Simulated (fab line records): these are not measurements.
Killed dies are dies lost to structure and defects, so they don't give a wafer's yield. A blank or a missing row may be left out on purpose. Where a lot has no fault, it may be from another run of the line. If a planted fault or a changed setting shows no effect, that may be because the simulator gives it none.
Which tool did it? :: flow gf180mcu :: 72 wafers from 24 lots sampled at 6 of the route's 602 steps

WHAT THE GAUGES SHOWED, per wafer
GF_V2_OVL_MEAS_15. Usual: V2_OVL -1 nm, standard deviation 4.8.
lot: L074
measured: day 20 05:52
on: overlay-02
V2_OVL (nm): -3 -9 -6
flag: 

lot: L075
measured: day 20 19:28
on: overlay-02
V2_OVL (nm): 4 5 5
flag: 

lot: L076
measured: day 21 06:13
on: overlay-01
V2_OVL (nm): 7 1 3
flag: 

lot: L077
measured: day 21 11:39
on: overlay-02
V2_OVL (nm): -3 -2 -2
flag: 

lot: L078
measured: day 21 17:42
on: overlay-02
V2_OVL (nm): 11 2 5
flag: 

lot: L079
measured: day 22 03:03
on: overlay-01
V2_OVL (nm): -2 6 2
flag: 

lot: L080
measured: day 22 13:52
on: overlay-01
V2_OVL (nm): -3 -3 -5
flag: 

lot: L081
measured: day 22 17:37
on: overlay-02
V2_OVL (nm): -4 -8 -3
flag: 

lot: L082
measured: day 23 07:10
on: overlay-02
V2_OVL (nm): 6 -6 -1
flag: 

lot: L083
measured: day 23 14:04
on: overlay-02
V2_OVL (nm): 3 1 -2
flag: 

lot: L084
measured: day 24 00:23
on: overlay-01
V2_OVL (nm): 3 3 0
flag: 

lot: L085
measured: day 24 06:21
on: overlay-02
V2_OVL (nm): 2 -1 -2
flag: 

lot: L086
measured: day 24 21:46
on: overlay-01
V2_OVL (nm): -9 -4 -6
flag: 

lot: L087
measured: day 25 00:54
on: overlay-01
V2_OVL (nm): -2 -6 -8
flag: 

lot: L088
measured: day 25 08:07
on: overlay-01
V2_OVL (nm): 6 0 3
flag: 

lot: L089
measured: day 25 16:10
on: overlay-01
V2_OVL (nm): 0 -4 7
flag: 

lot: L090
measured: day 25 21:52
on: overlay-01
V2_OVL (nm): 4 1 1
flag: 

lot: L091
measured: day 26 07:23
on: overlay-01
V2_OVL (nm): 0 -8 -4
flag: 

lot: L092
measured: day 26 13:14
on: overlay-02
V2_OVL (nm): -5 -5 -3
flag: 

lot: L093
measured: day 26 22:28
on: overlay-02
V2_OVL (nm): 4 2 -2
flag: 

lot: L094
measured: day 27 05:49
on: overlay-02
V2_OVL (nm): 1 6 3
flag: 

lot: L095
measured: day 27 13:11
on: overlay-02
V2_OVL (nm): -7 -8 -5
flag: 

lot: L096
measured: day 27 15:06
on: overlay-02
V2_OVL (nm): -7 1 0
flag: 

lot: L097
measured: day 27 23:15
on: overlay-01
V2_OVL (nm): -8 -5 -9
flag: 

GF_V4_OVL_MEAS_15. Usual: V4_OVL -4 nm, standard deviation 5.6.
lot: L074
measured: day 24 09:49
on: overlay-02
V4_OVL (nm): 1 -2 3
flag: 

lot: L075
measured: day 24 22:53
on: overlay-02
V4_OVL (nm): -15 -11 -9
flag: 

lot: L076
measured: day 25 07:18
on: overlay-01
V4_OVL (nm): 2 -4 -3
flag: 

lot: L077
measured: day 25 10:37
on: overlay-02
V4_OVL (nm): 0 -1 -4
flag: 

lot: L078
measured: day 25 16:31
on: overlay-01
V4_OVL (nm): -6 -2 -2
flag: 

lot: L079
measured: day 26 01:55
on: overlay-02
V4_OVL (nm): -5 1 -3
flag: 

lot: L080
measured: day 26 12:16
on: overlay-01
V4_OVL (nm): -6 -8 2
flag: 

lot: L081
measured: day 26 14:08
on: overlay-01
V4_OVL (nm): 4 -1 4
flag: 

lot: L082
measured: day 27 04:19
on: overlay-02
V4_OVL (nm): -5 0 -10
flag: 

lot: L083
measured: day 27 09:28
on: overlay-02
V4_OVL (nm): 1 -8 -2
flag: 

lot: L084
measured: day 27 18:58
on: overlay-01
V4_OVL (nm): -1 -12 -2
flag: 

lot: L085
measured: day 28 00:13
on: overlay-02
V4_OVL (nm): -5 1 0
flag: 

lot: L086
measured: day 28 12:47
on: overlay-01
V4_OVL (nm): 1 -5 4
flag: 

lot: L087
measured: day 28 18:20
on: overlay-01
V4_OVL (nm): -7 -9 -11
flag: 

lot: L088
measured: day 29 00:16
on: overlay-02
V4_OVL (nm): 4 2 -2
flag: 

lot: L089
measured: day 29 06:46
on: overlay-02
V4_OVL (nm): 3 0 -10
flag: 

lot: L090
measured: day 29 12:59
on: overlay-02
V4_OVL (nm): 3 1 -3
flag: 

lot: L091
measured: day 29 20:59
on: overlay-01
V4_OVL (nm): -13 -8 -7
flag: 

lot: L092
measured: day 30 02:13
on: overlay-02
V4_OVL (nm): -6 -6 -9
flag: 

lot: L093
measured: day 30 10:28
on: overlay-02
V4_OVL (nm): -3 -4 -8
flag: 

lot: L094
measured: day 30 17:07
on: overlay-01
V4_OVL (nm): -3 -8 -13
flag: 

lot: L095
measured: day 30 23:55
on: overlay-01
V4_OVL (nm): -1 -7 -3
flag: 

lot: L096
measured: day 31 01:07
on: overlay-02
V4_OVL (nm): -13 -15 -11
flag: 

lot: L097
measured: day 31 08:37
on: overlay-02
V4_OVL (nm): 2 1 -7
flag: 

WHAT TOOL EACH LOT RAN ON (gives the tool, then ch and the chambers of the sampled wafers, and finally the start)
lot: L074
GF_V1_CVD_02: pecvd-03 ch 1,2, day 17 04:10
GF_M2_STRIP_17: plasma-asher-01 ch 0,1, day 19 04:34
GF_V2_SPUTTER_21: pvd-sputter-03, day 20 06:35
GF_M3_SPUTTER_04: pvd-sputter-04, day 20 07:28

lot: L075
GF_V1_CVD_02: pecvd-04 ch 1,2, day 17 16:21
GF_M2_STRIP_17: plasma-asher-01 ch 0,1, day 19 17:22
GF_V2_SPUTTER_21: pvd-sputter-03, day 20 20:10
GF_M3_SPUTTER_04: pvd-sputter-04, day 20 21:02

lot: L076
GF_V1_CVD_02: pecvd-04 ch 1,2, day 18 01:33
GF_M2_STRIP_17: plasma-asher-02 ch 0,1, day 20 04:32
GF_V2_SPUTTER_21: pvd-sputter-02, day 21 06:55
GF_M3_SPUTTER_04: pvd-sputter-03, day 21 07:47

lot: L077
GF_V1_CVD_02: pecvd-03 ch 0,2, day 18 05:46
GF_M2_STRIP_17: plasma-asher-01 ch 0,1, day 20 09:23
GF_V2_SPUTTER_21: pvd-sputter-02, day 21 12:20
GF_M3_SPUTTER_04: pvd-sputter-04, day 21 13:13

lot: L078
GF_V1_CVD_02: pecvd-03 ch 0,1,2, day 18 13:00
GF_M2_STRIP_17: plasma-asher-01 ch 0,1, day 20 15:53
GF_V2_SPUTTER_21: pvd-sputter-02, day 21 18:26
GF_M3_SPUTTER_04: pvd-sputter-04, day 21 19:19

lot: L079
GF_V1_CVD_02: pecvd-01 ch 1,2, day 18 22:36
GF_M2_STRIP_17: plasma-asher-01 ch 1, day 21 02:11
GF_V2_SPUTTER_21: pvd-sputter-03, day 22 03:44
GF_M3_SPUTTER_04: pvd-sputter-01, day 22 04:37

lot: L080
GF_V1_CVD_02: pecvd-01 ch 0,1,2, day 19 10:01
GF_M2_STRIP_17: plasma-asher-01 ch 0,1, day 21 13:01
GF_V2_SPUTTER_21: pvd-sputter-04, day 22 14:36
GF_M3_SPUTTER_04: pvd-sputter-01, day 22 15:28

lot: L081
GF_V1_CVD_02: pecvd-03 ch 0,1, day 19 14:20
GF_M2_STRIP_17: plasma-asher-01 ch 0,1, day 21 17:25
GF_V2_SPUTTER_21: pvd-sputter-02, day 22 18:19
GF_M3_SPUTTER_04: pvd-sputter-04, day 22 19:11

lot: L082
GF_V1_CVD_02: pecvd-04 ch 0,1,2, day 20 04:17
GF_M2_STRIP_17: plasma-asher-02 ch 0,1, day 22 06:49
GF_V2_SPUTTER_21: pvd-sputter-04, day 23 07:50
GF_M3_SPUTTER_04: pvd-sputter-03, day 23 08:43

lot: L083
GF_V1_CVD_02: pecvd-01 ch 0,1,2, day 20 11:56
GF_M2_STRIP_17: plasma-asher-03 ch 0,1, day 22 14:19
GF_V2_SPUTTER_21: pvd-sputter-04, day 23 14:46
GF_M3_SPUTTER_04: pvd-sputter-01, day 23 15:39

lot: L084
GF_V1_CVD_02: pecvd-04 ch 0,1, day 20 23:08
GF_M2_STRIP_17: plasma-asher-02 ch 0, day 23 00:47
GF_V2_SPUTTER_21: pvd-sputter-02, day 24 01:05
GF_M3_SPUTTER_04: pvd-sputter-04, day 24 01:57

lot: L085
GF_V1_CVD_02: pecvd-04 ch 0,1, day 21 06:35
GF_M2_STRIP_17: plasma-asher-02 ch 0, day 23 06:58
GF_V2_SPUTTER_21: pvd-sputter-03, day 24 07:02
GF_M3_SPUTTER_04: pvd-sputter-03, day 24 07:55

lot: L086
GF_V1_CVD_02: pecvd-01 ch 1,2, day 21 21:40
GF_M2_STRIP_17: plasma-asher-03 ch 0,1, day 23 22:53
GF_V2_SPUTTER_21: pvd-sputter-03, day 24 22:34
GF_M3_SPUTTER_04: pvd-sputter-01, day 24 23:26

lot: L087
GF_V1_CVD_02: pecvd-04 ch 0,2, day 22 01:30
GF_M2_STRIP_17: plasma-asher-02 ch 0,1, day 24 01:23
GF_V2_SPUTTER_21: pvd-sputter-02, day 25 02:00
GF_M3_SPUTTER_04: pvd-sputter-03, day 25 02:52

lot: L088
GF_V1_CVD_02: pecvd-03 ch 0,1,2, day 22 08:37
GF_M2_STRIP_17: plasma-asher-03 ch 0,1, day 24 08:37
GF_V2_SPUTTER_21: pvd-sputter-04, day 25 08:49
GF_M3_SPUTTER_04: pvd-sputter-04, day 25 09:41

lot: L089
GF_V1_CVD_02: pecvd-03 ch 0,2, day 22 18:20
GF_M2_STRIP_17: plasma-asher-01 ch 0,1, day 24 16:52
GF_V2_SPUTTER_21: pvd-sputter-04, day 25 16:52
GF_M3_SPUTTER_04: pvd-sputter-03, day 25 17:44

lot: L090
GF_V1_CVD_02: pecvd-04 ch 0,1,2, day 23 01:11
GF_M2_STRIP_17: plasma-asher-01 ch 0,1, day 24 23:28
GF_V2_SPUTTER_21: pvd-sputter-04, day 25 22:35
GF_M3_SPUTTER_04: pvd-sputter-03, day 25 23:28

lot: L091
GF_V1_CVD_02: pecvd-03 ch 0,1,2, day 23 09:20
GF_M2_STRIP_17: plasma-asher-03 ch 0,1, day 25 08:40
GF_V2_SPUTTER_21: pvd-sputter-04, day 26 08:04
GF_M3_SPUTTER_04: pvd-sputter-03, day 26 08:56

lot: L092
GF_V1_CVD_02: pecvd-01 ch 1,2, day 23 16:38
GF_M2_STRIP_17: plasma-asher-01 ch 0,1, day 25 14:58
GF_V2_SPUTTER_21: pvd-sputter-03, day 26 13:58
GF_M3_SPUTTER_04: pvd-sputter-04, day 26 14:50

lot: L093
GF_V1_CVD_02: pecvd-01 ch 0,1,2, day 24 02:45
GF_M2_STRIP_17: plasma-asher-02 ch 0,1, day 26 00:31
GF_V2_SPUTTER_21: pvd-sputter-04, day 26 23:08
GF_M3_SPUTTER_04: pvd-sputter-03, day 27 00:01

lot: L094
GF_V1_CVD_02: pecvd-04 ch 0,1,2, day 24 10:30
GF_M2_STRIP_17: plasma-asher-02 ch 0,1, day 26 08:04
GF_V2_SPUTTER_21: pvd-sputter-03, day 27 06:31
GF_M3_SPUTTER_04: pvd-sputter-03, day 27 07:45

lot: L095
GF_V1_CVD_02: pecvd-04 ch 0,2, day 24 18:56
GF_M2_STRIP_17: plasma-asher-02 ch 0,1, day 26 14:52
GF_V2_SPUTTER_21: pvd-sputter-03, day 27 13:54
GF_M3_SPUTTER_04: pvd-sputter-04, day 27 14:47

lot: L096
GF_V1_CVD_02: pecvd-03 ch 0,1,2, day 24 21:45
GF_M2_STRIP_17: plasma-asher-01 ch 0,1, day 26 18:02
GF_V2_SPUTTER_21: pvd-sputter-02, day 27 15:50
GF_M3_SPUTTER_04: pvd-sputter-01, day 27 16:43

lot: L097
GF_V1_CVD_02: pecvd-04 ch 0,2, day 25 06:13
GF_M2_STRIP_17: plasma-asher-01 ch 0, day 27 01:28
GF_V2_SPUTTER_21: pvd-sputter-02, day 27 23:56
GF_M3_SPUTTER_04: pvd-sputter-01, day 28 00:49
- GF_V1_CVD_02: deposits SiO2 from TEOS, target thk 850 nm, time 94.851 s.
- GF_M2_STRIP_17: strips in O2/N2.
- GF_V2_SPUTTER_21: material Ti, target thk 15 nm, time 80.02 s.
- GF_M3_SPUTTER_04: material TiN, target thk 50 nm, time 41.7 s.

AS READ BY THE TOOLS THEMSELVES (means over the sampled wafers that have a number; for cases with no such wafer, the mark the record gives instead)
GF_V1_CVD_02. Usual: heater-power-w 640 W, standard deviation 110.
lot: L074
tool: pecvd-03
heater-power-w (W): 767
flag: 

lot: L075
tool: pecvd-04
heater-power-w (W): 619
flag: 

lot: L076
tool: pecvd-04
heater-power-w (W): 669
flag: 

lot: L077
tool: pecvd-03
heater-power-w (W): 678
flag: 

lot: L078
tool: pecvd-03
heater-power-w (W): 636
flag: 

lot: L079
tool: pecvd-01
heater-power-w (W): 615
flag: 

lot: L080
tool: pecvd-01
heater-power-w (W): 589
flag: 

lot: L081
tool: pecvd-03
heater-power-w (W): 583
flag: 

lot: L082
tool: pecvd-04
heater-power-w (W): 555
flag: 

lot: L083
tool: pecvd-01
heater-power-w (W): 611
flag: 

lot: L084
tool: pecvd-04
heater-power-w (W): 659
flag: 

lot: L085
tool: pecvd-04
heater-power-w (W): 639
flag: 

lot: L086
tool: pecvd-01
heater-power-w (W): 619
flag: 

lot: L087
tool: pecvd-04
heater-power-w (W): 700
flag: 

lot: L088
tool: pecvd-03
heater-power-w (W): 652
flag: 

lot: L089
tool: pecvd-03
heater-power-w (W): 717
flag: 

lot: L090
tool: pecvd-04
heater-power-w (W): 607
flag: 

lot: L091
tool: pecvd-03
heater-power-w (W): 636
flag: 

lot: L092
tool: pecvd-01
heater-power-w (W): 603
flag: 

lot: L093
tool: pecvd-01
heater-power-w (W): 612
flag: 

lot: L094
tool: pecvd-04
heater-power-w (W): 687
flag: 

lot: L095
tool: pecvd-04
heater-power-w (W): 665
flag: 

lot: L096
tool: pecvd-03
heater-power-w (W): 570
flag: 

lot: L097
tool: pecvd-04
heater-power-w (W): 597
flag: 

GF_M2_STRIP_17. Usual: drypump-motor-current-A 5.7 A, standard deviation 0.53; heater-power-w 370 W, standard deviation 26; o2-flow-sccm 3000 sccm, standard deviation 9.1; oes-product-au 0.537 a.u., standard deviation 0.0048; strip-time-to-endpoint-s 7.36 s, standard deviation 0.061.
lot: L074
tool: plasma-asher-01
drypump-motor-current-A (A): 6.2
heater-power-w (W): 370
o2-flow-sccm (sccm): 2998
oes-product-au (a.u.): 0.536
strip-time-to-endpoint-s (s): 7.33
flag: 

lot: L075
tool: plasma-asher-01
drypump-motor-current-A (A): 6.2
heater-power-w (W): 369
o2-flow-sccm (sccm): 2993
oes-product-au (a.u.): 0.538
strip-time-to-endpoint-s (s): 7.42
flag: 

lot: L076
tool: plasma-asher-02
drypump-motor-current-A (A): 5.4
heater-power-w (W): 378
o2-flow-sccm (sccm): 3001
oes-product-au (a.u.): 0.537
strip-time-to-endpoint-s (s): 7.37
flag: 

lot: L077
tool: plasma-asher-01
drypump-motor-current-A (A): 6.0
heater-power-w (W): 364
o2-flow-sccm (sccm): 3005
oes-product-au (a.u.): 0.536
strip-time-to-endpoint-s (s): 7.37
flag: 

lot: L078
tool: plasma-asher-01
drypump-motor-current-A (A): 6.2
heater-power-w (W): 371
o2-flow-sccm (sccm): 3001
oes-product-au (a.u.): 0.537
strip-time-to-endpoint-s (s): 7.40
flag: 

lot: L079
tool: plasma-asher-01
drypump-motor-current-A (A): 5.7
heater-power-w (W): 353
o2-flow-sccm (sccm): 3000
oes-product-au (a.u.): 0.539
strip-time-to-endpoint-s (s): 7.32
flag: 

lot: L080
tool: plasma-asher-01
drypump-motor-current-A (A): 6.2
heater-power-w (W): 375
o2-flow-sccm (sccm): 3009
oes-product-au (a.u.): 0.533
strip-time-to-endpoint-s (s): 7.36
flag: 

lot: L081
tool: plasma-asher-01
drypump-motor-current-A (A): 6.0
heater-power-w (W): 363
o2-flow-sccm (sccm): 3007
oes-product-au (a.u.): 0.537
strip-time-to-endpoint-s (s): 7.37
flag: 

lot: L082
tool: plasma-asher-02
drypump-motor-current-A (A): 5.4
heater-power-w (W): 376
o2-flow-sccm (sccm): 2991
oes-product-au (a.u.): 0.544
strip-time-to-endpoint-s (s): 7.42
flag: 

lot: L083
tool: plasma-asher-03
drypump-motor-current-A (A): 5.0
heater-power-w (W): 392
o2-flow-sccm (sccm): 3007
oes-product-au (a.u.): 0.538
strip-time-to-endpoint-s (s): 7.41
flag: 

lot: L084
tool: plasma-asher-02
drypump-motor-current-A (A): 5.2
heater-power-w (W): 389
o2-flow-sccm (sccm): 3002
oes-product-au (a.u.): 0.534
strip-time-to-endpoint-s (s): 7.32
flag: 

lot: L085
tool: plasma-asher-02
drypump-motor-current-A (A): 5.3
heater-power-w (W): 384
o2-flow-sccm (sccm): 3003
oes-product-au (a.u.): 0.535
strip-time-to-endpoint-s (s): 7.36
flag: 

lot: L086
tool: plasma-asher-03
drypump-motor-current-A (A): 5.4
heater-power-w (W): 355
o2-flow-sccm (sccm): 3013
oes-product-au (a.u.): 0.541
strip-time-to-endpoint-s (s): 7.45
flag: 

lot: L087
tool: plasma-asher-02
drypump-motor-current-A (A): 5.5
heater-power-w (W): 372
o2-flow-sccm (sccm): 2995
oes-product-au (a.u.): 0.537
strip-time-to-endpoint-s (s): 7.42
flag: 

lot: L088
tool: plasma-asher-03
drypump-motor-current-A (A): 5.4
heater-power-w (W): 355
o2-flow-sccm (sccm): 2996
oes-product-au (a.u.): 0.539
strip-time-to-endpoint-s (s): 7.39
flag: 

lot: L089
tool: plasma-asher-01
drypump-motor-current-A (A): 5.9
heater-power-w (W): 362
o2-flow-sccm (sccm): 2994
oes-product-au (a.u.): 0.532
strip-time-to-endpoint-s (s): 7.30
flag: 

lot: L090
tool: plasma-asher-01
drypump-motor-current-A (A): 6.2
heater-power-w (W): 370
o2-flow-sccm (sccm): 2991
oes-product-au (a.u.): 0.540
strip-time-to-endpoint-s (s): 7.39
flag: 

lot: L091
tool: plasma-asher-03
drypump-motor-current-A (A): 5.0
heater-power-w (W): 394
o2-flow-sccm (sccm): 2998
oes-product-au (a.u.): 0.534
strip-time-to-endpoint-s (s): 7.41
flag: 

lot: L092
tool: plasma-asher-01
drypump-motor-current-A (A): 5.9
heater-power-w (W): 363
o2-flow-sccm (sccm): 3013
oes-product-au (a.u.): 0.541
strip-time-to-endpoint-s (s): 7.41
flag: 

lot: L093
tool: plasma-asher-02
drypump-motor-current-A (A): 5.4
heater-power-w (W): 373
o2-flow-sccm (sccm): 2998
oes-product-au (a.u.): 0.534
strip-time-to-endpoint-s (s): 7.31
flag: 

lot: L094
tool: plasma-asher-02
drypump-motor-current-A (A): 5.5
heater-power-w (W): 372
o2-flow-sccm (sccm): 3000
oes-product-au (a.u.): 0.533
strip-time-to-endpoint-s (s): 7.31
flag: 

lot: L095
tool: plasma-asher-02
drypump-motor-current-A (A): 5.4
heater-power-w (W): 375
o2-flow-sccm (sccm): 3006
oes-product-au (a.u.): 0.539
strip-time-to-endpoint-s (s): 7.40
flag: 

lot: L096
tool: plasma-asher-01
drypump-motor-current-A (A): 5.9
heater-power-w (W): 360
o2-flow-sccm (sccm): 2998
oes-product-au (a.u.): 0.530
strip-time-to-endpoint-s (s): 7.25
flag: 

lot: L097
tool: plasma-asher-01
drypump-motor-current-A (A): 6.5
heater-power-w (W): 377
o2-flow-sccm (sccm): 2995
oes-product-au (a.u.): 0.540
strip-time-to-endpoint-s (s): 7.40
flag: 

GF_V2_SPUTTER_21. Usual: throttle-valve-pct 30.0 %, standard deviation 0.85.
lot: L074
tool: pvd-sputter-03
throttle-valve-pct (%): 29.2
flag: 

lot: L075
tool: pvd-sputter-03
throttle-valve-pct (%): 30.0
flag: 

lot: L076
tool: pvd-sputter-02
throttle-valve-pct (%): 29.9
flag: 

lot: L077
tool: pvd-sputter-02
throttle-valve-pct (%): 29.8
flag: 

lot: L078
tool: pvd-sputter-02
throttle-valve-pct (%): 30.8
flag: 

lot: L079
tool: pvd-sputter-03
throttle-valve-pct (%): 29.5
flag: 

lot: L080
tool: pvd-sputter-04
throttle-valve-pct (%): 29.8
flag: 

lot: L081
tool: pvd-sputter-02
throttle-valve-pct (%): 30.7
flag: 

lot: L082
tool: pvd-sputter-04
throttle-valve-pct (%): 30.0
flag: 

lot: L083
tool: pvd-sputter-04
throttle-valve-pct (%): 29.7
flag: 

lot: L084
tool: pvd-sputter-02
throttle-valve-pct (%): 31.4
flag: 

lot: L085
tool: pvd-sputter-03
throttle-valve-pct (%): 30.0
flag: 

lot: L086
tool: pvd-sputter-03
throttle-valve-pct (%): 29.4
flag: 

lot: L087
tool: pvd-sputter-02
throttle-valve-pct (%): 30.9
flag: 

lot: L088
tool: pvd-sputter-04
throttle-valve-pct (%): 29.8
flag: 

lot: L089
tool: pvd-sputter-04
throttle-valve-pct (%): 30.0
flag: 

lot: L090
tool: pvd-sputter-04
throttle-valve-pct (%): 30.2
flag: 

lot: L091
tool: pvd-sputter-04
throttle-valve-pct (%): 30.0
flag: 

lot: L092
tool: pvd-sputter-03
throttle-valve-pct (%): 29.6
flag: 

lot: L093
tool: pvd-sputter-04
throttle-valve-pct (%): 30.3
flag: 

lot: L094
tool: pvd-sputter-03
throttle-valve-pct (%): 29.7
flag: 

lot: L095
tool: pvd-sputter-03
throttle-valve-pct (%): 29.6
flag: 

lot: L096
tool: pvd-sputter-02
throttle-valve-pct (%): 29.6
flag: 

lot: L097
tool: pvd-sputter-02
throttle-valve-pct (%): 29.4
flag: 

GF_M3_SPUTTER_04. Usual: throttle-valve-pct 29.8 %, standard deviation 0.49.
lot: L074
tool: pvd-sputter-04
throttle-valve-pct (%): 30.2
flag: 

lot: L075
tool: pvd-sputter-04
throttle-valve-pct (%): 29.8
flag: 

lot: L076
tool: pvd-sputter-03
throttle-valve-pct (%): 29.5
flag: 

lot: L077
tool: pvd-sputter-04
throttle-valve-pct (%): 30.1
flag: 

lot: L078
tool: pvd-sputter-04
throttle-valve-pct (%): 30.2
flag: 

lot: L079
tool: pvd-sputter-01
throttle-valve-pct (%): 29.5
flag: 

lot: L080
tool: pvd-sputter-01
throttle-valve-pct (%): 30.0
flag: 

lot: L081
tool: pvd-sputter-04
throttle-valve-pct (%): 30.0
flag: 

lot: L082
tool: pvd-sputter-03
throttle-valve-pct (%): 29.9
flag: 

lot: L083
tool: pvd-sputter-01
throttle-valve-pct (%): 30.4
flag: 

lot: L084
tool: pvd-sputter-04
throttle-valve-pct (%): 29.9
flag: 

lot: L085
tool: pvd-sputter-03
throttle-valve-pct (%): 29.6
flag: 

lot: L086
tool: pvd-sputter-01
throttle-valve-pct (%): 30.0
flag: 

lot: L087
tool: pvd-sputter-03
throttle-valve-pct (%): 29.6
flag: 

lot: L088
tool: pvd-sputter-04
throttle-valve-pct (%): 29.9
flag: 

lot: L089
tool: pvd-sputter-03
throttle-valve-pct (%): 29.9
flag: 

lot: L090
tool: pvd-sputter-03
throttle-valve-pct (%): 29.9
flag: 

lot: L091
tool: pvd-sputter-03
throttle-valve-pct (%): 29.4
flag: 

lot: L092
tool: pvd-sputter-04
throttle-valve-pct (%): 29.8
flag: 

lot: L093
tool: pvd-sputter-03
throttle-valve-pct (%): 29.9
flag: 

lot: L094
tool: pvd-sputter-03
throttle-valve-pct (%): 29.5
flag: 

lot: L095
tool: pvd-sputter-04
throttle-valve-pct (%): 29.8
flag: 

lot: L096
tool: pvd-sputter-01
throttle-valve-pct (%): 30.6
flag: 

lot: L097
tool: pvd-sputter-01
throttle-valve-pct (%): 30.1
flag: 

THE ANSWER, worked out from the rows above alone
Rule: lot off if the mean of its wafers having a number is beyond 3 standard deviations from the usual mean. A lot without any number at a reading at which 4 lots or more have one is off too. Any other lot the step has rows for is counted as sound. First the gauges in route order, then the tools' own readings, where a lot's mean is used as printed above. The first step at which some lot is off is used, and at that step the reading that is off furthest; a lot without a number counts as furthest.
Nothing can be told from this: no lot is off at any reading shown.

WHAT THE SIMULATOR PUT IN
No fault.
